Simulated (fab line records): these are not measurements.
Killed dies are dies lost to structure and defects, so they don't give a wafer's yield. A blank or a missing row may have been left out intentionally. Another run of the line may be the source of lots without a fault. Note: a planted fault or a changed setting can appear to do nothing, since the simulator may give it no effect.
fab line records | flow gf180mcu
record lots=13 | wafers=39 | last_day=34
route steps=602 shown VT_IMPLANT@108 HV_LDD@210 PSD@261 SALICIDE@283
lots that met no fault: from a run of the same line without faults
start_h: hours from the record's first day to the start of the lot's first wafer shown | wait_h: time in hours since the lot's previous step | " as in the row above | L1.1+2: a single row standing in for several wafers | - no value present, or no start provided | * or withheld: withheld | < > ~ a bound
route shown NAME@n: a module of which the file shows steps, and the number in the route of the first | usual: the fault-free wafers' mean and standard deviation | same: alike in all rows | chamber/n: place in a boat | sites: the reading at each site | _std_site: the values' standard deviation | _edge_site: the outer-site mean with the inner-site mean subtracted | radius_mm: how far each site lies from the wafer's centre | mask NAME#n: copy n | behind: the tool/chamber that last shaped the wafer | hold: what put the lot on hold/how long, in hours/how the hold closed | device: whichever transistor did not switch (one of n, p or np) | end of line: the same wafers' tests at the end of the route | a step with no rows: only its recipe | killed: dies that structure and defects cost at the first sort, which is not the same as the wafer's yield | map: shows each die of a wafer: x if killed, . if not, _ if none is there
set.NAME: setting as actually run; set.NAME@STEP: the setting as run at that earlier step | model.NAME: the simulator's own value behind a step, which no gauge read
one table for each step of the route and one row for each wafer, over a sample of lots
services: a tool's chamber out of use, with start hour (start_h, from the record's first day; less than 0 if before it), hours out, and reason
## steps
# step GF_VT_IMPLANT_OVL_MEAS_18
# usual VT_IMPLANT_01_OVL=0.7/1.2
lot.wafer | tool       | chamber | start_h | wait_h | VT_IMPLANT_01_OVL[nm]
L640.4    | overlay-01 | -       | 126.55  | 0.1    | -1.0
L640.5    | "          | -       | "       | "      | 1.1
L640.6    | "          | -       | "       | "      | 0.8
L645.2    | overlay-02 | -       | 156.64  | 0.1    | -1.0
L645.4    | "          | -       | "       | "      | -1.9
L645.6    | "          | -       | "       | "      | -0.7
L647.1    | overlay-02 | -       | 171.58  | 0.1    | 1.1
L647.5    | "          | -       | "       | "      | 0.5
L647.6    | "          | -       | "       | "      | 0.8
L648.2    | overlay-02 | -       | 175.55  | 0.1    | 0.0
L648.3    | "          | -       | "       | "      | 1.2
L648.5    | "          | -       | "       | "      | 1.0
L649.1    | overlay-02 | -       | 183.30  | 0.1    | 2.5
L649.3    | "          | -       | "       | "      | 2.2
L649.4    | "          | -       | "       | "      | 1.6
L650.2    | overlay-02 | -       | 192.48  | 0.1    | 1.3
L650.3    | "          | -       | "       | "      | 0.7
L650.6    | "          | -       | "       | "      | -0.8
L652.2    | overlay-02 | -       | 203.59  | 0.1    | 0.5
L652.3    | "          | -       | "       | "      | 1.4
L652.6    | "          | -       | "       | "      | 2.2
L655.1    | overlay-01 | -       | 220.80  | 0.1    | 1.9
L655.2    | "          | -       | "       | "      | 1.0
L655.4    | "          | -       | "       | "      | 1.8
L657.1    | overlay-02 | -       | 233.55  | 0.1    | -1.9
L657.2    | "          | -       | "       | "      | -0.7
L657.6    | "          | -       | "       | "      | -1.0
L658.2    | overlay-01 | -       | 238.80  | 0.1    | 2.0
L658.4    | "          | -       | "       | "      | 1.1
L658.5    | "          | -       | "       | "      | 2.4
L660.1    | overlay-02 | -       | 254.82  | 0.1    | 1.8
L660.2    | "          | -       | "       | "      | 2.1
L660.6    | "          | -       | "       | "      | 2.0
L661.2    | overlay-02 | -       | 258.23  | 0.1    | 1.8
L661.3    | "          | -       | "       | "      | 1.7
L661.6    | "          | -       | "       | "      | 1.7
L663.1    | overlay-02 | -       | 269.88  | 0.1    | 1.9
L663.4    | "          | -       | "       | "      | 2.1
L663.5    | "          | -       | "       | "      | 2.1
# step GF_HV_LDD_IMPLANT_34
# recipe species=P | energy_kev=60 | dose_cm2=7.5e+12 | tilt_deg=30 | rotation_deg=90
# usual dose_ions_cm2=7.5e+12/7.7e+09 | faraday_current_uA=42.3/0.73
lot.wafer | tool         | chamber | start_h | wait_h | dose_ions_cm2 | faraday_current_uA
L640.4    | implanter-01 | 0       | 254.89  | 0.1    | 7.508e+12     | 41.5
L640.5    | "            | 0       | "       | "      | 7.508e+12     | 43.4
L640.6    | "            | 0       | "       | "      | 7.498e+12     | 43.3
L645.2    | implanter-03 | 0       | 292.46  | 0.1    | 7.501e+12     | 41.8
L645.4    | "            | 0       | "       | "      | 7.51e+12      | 41.2
L645.6    | "            | 0       | "       | "      | 7.512e+12     | 43.6
L647.1    | implanter-04 | 0       | 307.91  | 0.1    | 7.498e+12     | 42.6
L647.5    | "            | 0       | "       | "      | 7.511e+12     | 41.9
L647.6    | "            | 0       | "       | "      | 7.504e+12     | 42.1
L648.2    | implanter-04 | 0       | 314.09  | 0.1    | 7.495e+12     | 42.3
L648.3    | "            | 0       | "       | "      | 7.491e+12     | 42.7
L648.5    | "            | 0       | "       | "      | 7.497e+12     | 41.6
L649.1    | implanter-03 | 0       | 323.56  | 0.1    | 7.506e+12     | 41.9
L649.3    | "            | 0       | "       | "      | 7.501e+12     | 42.6
L649.4    | "            | 0       | "       | "      | 7.502e+12     | 42.1
L650.2    | implanter-03 | 0       | 335.49  | 0.1    | 7.44e+11      | 4.2
L650.3    | "            | 0       | "       | "      | 7.51e+11      | 4.1
L650.6    | "            | 0       | "       | "      | 7.38e+11      | 4.2
L652.2    | implanter-01 | 0       | 351.39  | 0.1    | 7.503e+12     | 43.0
L652.3    | "            | 0       | "       | "      | 7.492e+12     | 41.7
L652.6    | "            | 0       | "       | "      | 7.503e+12     | 42.4
L655.1    | implanter-03 | 0       | 368.23  | 0.1    | 7.6e+11       | 4.3
L655.2    | "            | 0       | "       | "      | 7.65e+11      | 4.2
L655.4    | "            | 0       | "       | "      | 7.57e+11      | 4.2
L657.1    | implanter-04 | 0       | 385.76  | 0.1    | 7.489e+12     | 43.0
L657.2    | "            | 0       | "       | "      | 7.49e+12      | 43.6
L657.6    | "            | 0       | "       | "      | 7.495e+12     | 41.8
L658.2    | implanter-04 | 0       | 391.72  | 0.1    | 7.497e+12     | 41.7
L658.4    | "            | 0       | "       | "      | 7.501e+12     | 42.1
L658.5    | "            | 0       | "       | "      | 7.499e+12     | 42.2
L660.1    | implanter-04 | 0       | 411.83  | 0.1    | 7.502e+12     | 40.8
L660.2    | "            | 0       | "       | "      | 7.501e+12     | 41.4
L660.6    | "            | 0       | "       | "      | 7.482e+12     | 42.3
L661.2    | implanter-04 | 0       | 419.52  | 0.1    | 7.493e+12     | 42.0
L661.3    | "            | 0       | "       | "      | 7.495e+12     | 40.9
L661.6    | "            | 0       | "       | "      | 7.49e+12      | 43.2
L663.1    | implanter-04 | 0       | 430.80  | 0.1    | 7.494e+12     | 42.7
L663.4    | "            | 0       | "       | "      | 7.483e+12     | 41.0
L663.5    | "            | 0       | "       | "      | 7.496e+12     | 42.2
# step GF_HV_LDD_TW_MEAS_38
# usual HV_LDD_3_TW=1428/8.4
lot.wafer | tool          | chamber | start_h | wait_h | HV_LDD_3_TW
L640.4    | film_metro-03 | -       | 255.40  | 0.1    | 1419
L640.5    | "             | -       | "       | "      | 1421
L640.6    | "             | -       | "       | "      | 1419
L645.2    | film_metro-02 | -       | 292.99  | 0.1    | 1439
L645.4    | "             | -       | "       | "      | 1438
L645.6    | "             | -       | "       | "      | 1437
L647.1    | film_metro-04 | -       | 308.46  | 0.1    | 1427
L647.5    | "             | -       | "       | "      | 1429
L647.6    | "             | -       | "       | "      | 1427
L648.2    | film_metro-04 | -       | 314.62  | 0.1    | 1433
L648.3    | "             | -       | "       | "      | 1429
L648.5    | "             | -       | "       | "      | 1434
L649.1    | film_metro-03 | -       | 324.11  | 0.1    | 1428
L649.3    | "             | -       | "       | "      | 1425
L649.4    | "             | -       | "       | "      | 1427
L650.2    | film_metro-04 | -       | 336.02  | 0.1    | 1325
L650.3    | "             | -       | "       | "      | 1327
L650.6    | "             | -       | "       | "      | 1331
L652.2    | film_metro-02 | -       | 351.92  | 0.1    | 1425
L652.3    | "             | -       | "       | "      | 1441
L652.6    | "             | -       | "       | "      | 1435
L655.1    | film_metro-02 | -       | 368.78  | 0.1    | 1326
L655.2    | "             | -       | "       | "      | 1320
L655.4    | "             | -       | "       | "      | 1317
L657.1    | film_metro-03 | -       | 386.31  | 0.1    | 1409
L657.2    | "             | -       | "       | "      | 1414
L657.6    | "             | -       | "       | "      | 1409
L658.2    | film_metro-04 | -       | 392.26  | 0.1    | 1430
L658.4    | "             | -       | "       | "      | 1425
L658.5    | "             | -       | "       | "      | 1424
L660.1    | film_metro-02 | -       | 412.38  | 0.1    | 1428
L660.2    | "             | -       | "       | "      | 1433
L660.6    | "             | -       | "       | "      | 1429
L661.2    | film_metro-03 | -       | 420.06  | 0.1    | 1412
L661.3    | "             | -       | "       | "      | 1419
L661.6    | "             | -       | "       | "      | 1413
L663.1    | film_metro-04 | -       | 431.35  | 0.1    | 1426
L663.4    | "             | -       | "       | "      | 1430
L663.5    | "             | -       | "       | "      | 1438
# step GF_HV_LDD_RS_MEAS_53
# recipe thk_meas_gauge=four-point-probe
# usual HV_LDD_RS=418.2/1
lot.wafer | tool          | chamber | start_h | wait_h | HV_LDD_RS[ohm/sq]
L640.4    | film_metro-04 | -       | 275.04  | 0.1    | 418.1
L640.5    | "             | -       | "       | "      | 417.4
L640.6    | "             | -       | "       | "      | 418.0
L645.2    | film_metro-03 | -       | 314.06  | 0.1    | 420.2
L645.4    | "             | -       | "       | "      | 419.1
L645.6    | "             | -       | "       | "      | 418.7
L647.1    | film_metro-03 | -       | 329.19  | 0.1    | 418.7
L647.5    | "             | -       | "       | "      | 418.1
L647.6    | "             | -       | "       | "      | 418.6
L648.2    | film_metro-04 | -       | 336.23  | 0.1    | 418.4
L648.3    | "             | -       | "       | "      | 417.6
L648.5    | "             | -       | "       | "      | 418.0
L649.1    | film_metro-03 | -       | 346.08  | 0.1    | 418.0
L649.3    | "             | -       | "       | "      | 417.6
L649.4    | "             | -       | "       | "      | 418.8
L650.2    | film_metro-04 | -       | 358.45  | 0.1    | 434.6
L650.3    | "             | -       | "       | "      | 434.4
L650.6    | "             | -       | "       | "      | 435.3
L652.2    | film_metro-03 | -       | 374.31  | 0.1    | 419.0
L652.3    | "             | -       | "       | "      | 419.7
L652.6    | "             | -       | "       | "      | 419.2
L655.1    | film_metro-02 | -       | 391.36  | 0.1    | 438.1
L655.2    | "             | -       | "       | "      | 438.5
L655.4    | "             | -       | "       | "      | 438.8
L657.1    | film_metro-04 | -       | 409.91  | 0.1    | 417.7
L657.2    | "             | -       | "       | "      | 418.0
L657.6    | "             | -       | "       | "      | 418.1
L658.2    | film_metro-03 | -       | 416.53  | 0.1    | 418.8
L658.4    | "             | -       | "       | "      | 418.0
L658.5    | "             | -       | "       | "      | 419.3
L660.1    | film_metro-04 | -       | 436.79  | 0.1    | 417.6
L660.2    | "             | -       | "       | "      | 418.1
L660.6    | "             | -       | "       | "      | 417.4
L661.2    | film_metro-03 | -       | 444.75  | 0.1    | 419.1
L661.3    | "             | -       | "       | "      | 420.3
L661.6    | "             | -       | "       | "      | 420.0
L663.1    | film_metro-03 | -       | 455.86  | 0.1    | 418.2
L663.4    | "             | -       | "       | "      | 418.7
L663.5    | "             | -       | "       | "      | 419.5
# step GF_PSD_RTA_13
# recipe temp_c=1025 | time_s=20 | ambient=N2
# usual lamp_power_pct=36.68/0.26 | wafer_temp_C_max=1029.2/0.85
# same time_s=20
lot.wafer | tool          | chamber | start_h | wait_h | lamp_power_pct | wafer_temp_C_max
L640.4    | rtp_anneal-02 | 0       | 318.57  | 0.0    | 36.46          | 1028.6
L640.5    | "             | 0       | "       | "      | 36.46          | 1028.5
L640.6    | "             | 0       | "       | "      | 36.43          | 1029.8
L645.2    | rtp_anneal-01 | 0       | 359.34  | 0.0    | 36.97          | 1029.8
L645.4    | "             | 0       | "       | "      | 36.91          | 1028.9
L645.6    | "             | 0       | "       | "      | 37.03          | 1028.9
L647.1    | rtp_anneal-02 | 0       | 376.23  | 0.0    | 36.41          | 1029.4
L647.5    | "             | 0       | "       | "      | 36.47          | 1028.8
L647.6    | "             | 0       | "       | "      | 36.45          | 1028.2
L648.2    | rtp_anneal-01 | 0       | 384.09  | 0.0    | 36.97          | 1028.6
L648.3    | "             | 0       | "       | "      | 36.96          | 1031.2
L648.5    | "             | 0       | "       | "      | 36.92          | 1030.4
L649.1    | rtp_anneal-02 | 0       | 394.81  | 0.0    | 36.39          | 1028.2
L649.3    | "             | 0       | "       | "      | 36.49          | 1031.6
L649.4    | "             | 0       | "       | "      | 36.41          | 1029.5
L650.2    | rtp_anneal-02 | 0       | 407.30  | 0.0    | 36.49          | 1029.1
L650.3    | "             | 0       | "       | "      | 36.41          | 1030.0
L650.6    | "             | 0       | "       | "      | 36.37          | 1029.6
L652.2    | rtp_anneal-01 | 0       | 425.08  | 0.0    | 37.02          | 1029.0
L652.3    | "             | 0       | "       | "      | 36.99          | 1028.7
L652.6    | "             | 0       | "       | "      | 36.89          | 1028.0
L655.1    | rtp_anneal-02 | 0       | 442.26  | 0.0    | 36.43          | 1029.2
L655.2    | "             | 0       | "       | "      | 36.42          | 1028.9
L655.4    | "             | 0       | "       | "      | 36.46          | 1029.5
L657.1    | rtp_anneal-01 | 0       | 461.71  | 0.0    | 36.93          | 1028.0
L657.2    | "             | 0       | "       | "      | 36.88          | 1029.2
L657.6    | "             | 0       | "       | "      | 37.00          | 1029.2
L658.2    | rtp_anneal-01 | 0       | 468.86  | 0.0    | 36.96          | 1029.6
L658.4    | "             | 0       | "       | "      | 36.93          | 1029.3
L658.5    | "             | 0       | "       | "      | 36.95          | 1029.9
L660.1    | rtp_anneal-02 | 0       | 488.91  | 0.0    | 36.43          | 1030.3
L660.2    | "             | 0       | "       | "      | 36.49          | 1029.3
L660.6    | "             | 0       | "       | "      | 36.45          | 1030.7
L661.2    | rtp_anneal-02 | 0       | 497.58  | 0.0    | 36.45          | 1030.7
L661.3    | "             | 0       | "       | "      | 36.43          | 1029.9
L661.6    | "             | 0       | "       | "      | 36.45          | 1028.6
L663.1    | rtp_anneal-02 | 0       | 507.19  | 0.0    | 36.39          | 1029.2
L663.4    | "             | 0       | "       | "      | 36.43          | 1027.4
L663.5    | "             | 0       | "       | "      | 36.46          | 1028.0
# step GF_SALICIDE_THK_MEAS_05
# recipe thk_meas_gauge=xrf | reads=TiN_of_SALICIDE_SPUTTER_03
# usual SALICIDE_TIN_THK=20.32/0.29
lot.wafer | tool          | chamber | start_h | wait_h | SALICIDE_TIN_THK[nm]
L640.4    | film_metro-01 | -       | 340.53  | 0.1    | 19.99
L640.5    | "             | -       | "       | "      | 20.04
L640.6    | "             | -       | "       | "      | 20.16
L645.2    | film_metro-04 | -       | 382.78  | 0.1    | 20.95
L645.4    | "             | -       | "       | "      | 20.75
L645.6    | "             | -       | "       | "      | 20.87
L647.1    | film_metro-03 | -       | 400.25  | 0.1    | 20.13
L647.5    | "             | -       | "       | "      | 19.76
L647.6    | "             | -       | "       | "      | 20.03
L648.2    | film_metro-01 | -       | 408.46  | 0.1    | 20.18
L648.3    | "             | -       | "       | "      | 20.41
L648.5    | "             | -       | "       | "      | 20.58
L649.1    | film_metro-01 | -       | 419.50  | 0.1    | 20.24
L649.3    | "             | -       | "       | "      | 20.28
L649.4    | "             | -       | "       | "      | 19.93
L650.2    | film_metro-03 | -       | 432.03  | 0.1    | 20.45
L650.3    | "             | -       | "       | "      | 20.12
L650.6    | "             | -       | "       | "      | 20.61
L652.2    | film_metro-04 | -       | 450.75  | 0.1    | 20.61
L652.3    | "             | -       | "       | "      | 20.46
L652.6    | "             | -       | "       | "      | 20.23
L655.1    | film_metro-03 | -       | 467.84  | 0.1    | 20.03
L655.2    | "             | -       | "       | "      | 20.08
L655.4    | "             | -       | "       | "      | 20.19
L657.1    | film_metro-04 | -       | 486.94  | 0.1    | 20.58
L657.2    | "             | -       | "       | "      | 20.15
L657.6    | "             | -       | "       | "      | 20.35
L658.2    | film_metro-03 | -       | 493.84  | 0.1    | 19.97
L658.4    | "             | -       | "       | "      | 20.12
L658.5    | "             | -       | "       | "      | 19.94
L660.1    | film_metro-01 | -       | 513.51  | 0.1    | 20.78
L660.2    | "             | -       | "       | "      | 20.66
L660.6    | "             | -       | "       | "      | 20.43
L661.2    | film_metro-03 | -       | 521.85  | 0.1    | 20.44
L661.3    | "             | -       | "       | "      | 20.07
L661.6    | "             | -       | "       | "      | 20.35
L663.1    | film_metro-04 | -       | 531.10  | 0.1    | 20.48
L663.4    | "             | -       | "       | "      | 20.32
L663.5    | "             | -       | "       | "      | 20.71
## services
tool          | chamber | start_h | hours | kind
implanter-04  | -       | 242.14  | 2.9   | pm
implanter-03  | -       | 244.06  | 1.9   | repair
implanter-03  | -       | 258.08  | 0.6   | repair
rtp_anneal-01 | -       | 258.29  | 2.8   | pm
implanter-03  | -       | 342.95  | 2.1   | repair
implanter-04  | -       | 344.21  | 3.4   | repair
implanter-01  | -       | 373.01  | 3.5   | pm
implanter-03  | -       | 374.01  | 4.4   | pm
implanter-04  | -       | 415.07  | 1.5   | repair
implanter-01  | -       | 475.01  | 11.7  | repair
implanter-01  | -       | 488.47  | 2.4   | repair
implanter-03  | -       | 505.55  | 2.9   | repair
## key
first_sign step=GF_HV_LDD_IMPLANT_34 | reading=dose_ions_cm2 | direction=down | sigmas=99+ | usual=7.5e+12 | struck=7.52e+11
effect step=GF_HV_LDD_IMPLANT_34 | reading=faraday_current_uA | direction=down | sigmas=52 | usual=42.3 | struck=4.2
effect step=GF_HV_LDD_TW_MEAS_38 | reading=HV_LDD_3_TW | direction=down | sigmas=12 | usual=1428 | struck=1324
effect step=GF_HV_LDD_RS_MEAS_53 | reading=HV_LDD_RS | direction=up | sigmas=18 | usual=418.2 | struck=436.6
met_at GF_HV_LDD_IMPLANT_34
struck_lots L650,L655
tester_left_out L650,L655
not_acting_at GF_VT_IMPLANT_OVL_MEAS_18,GF_PSD_RTA_13,GF_SALICIDE_THK_MEAS_05
onset_between 323.56 335.49
fault kind=process_parameter_drift | tool=implanter-03 | chamber=- | onset_h=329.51 | steps=GF_HV_LDD_IMPLANT_34 | channel=dose_cm2 | offset=-6.75e+12 | shape=step | end_h=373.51 | acts_in=these_recipes_only | stated=7.5e+12
# tester_left_out: of these lots the tester's yield and bins aren't shown, on N5 and GAA mostly nor the transistor test; their killed dies are dies lost to structure and defects alone, not to doping, threshold or leakage, so they don't give the yield
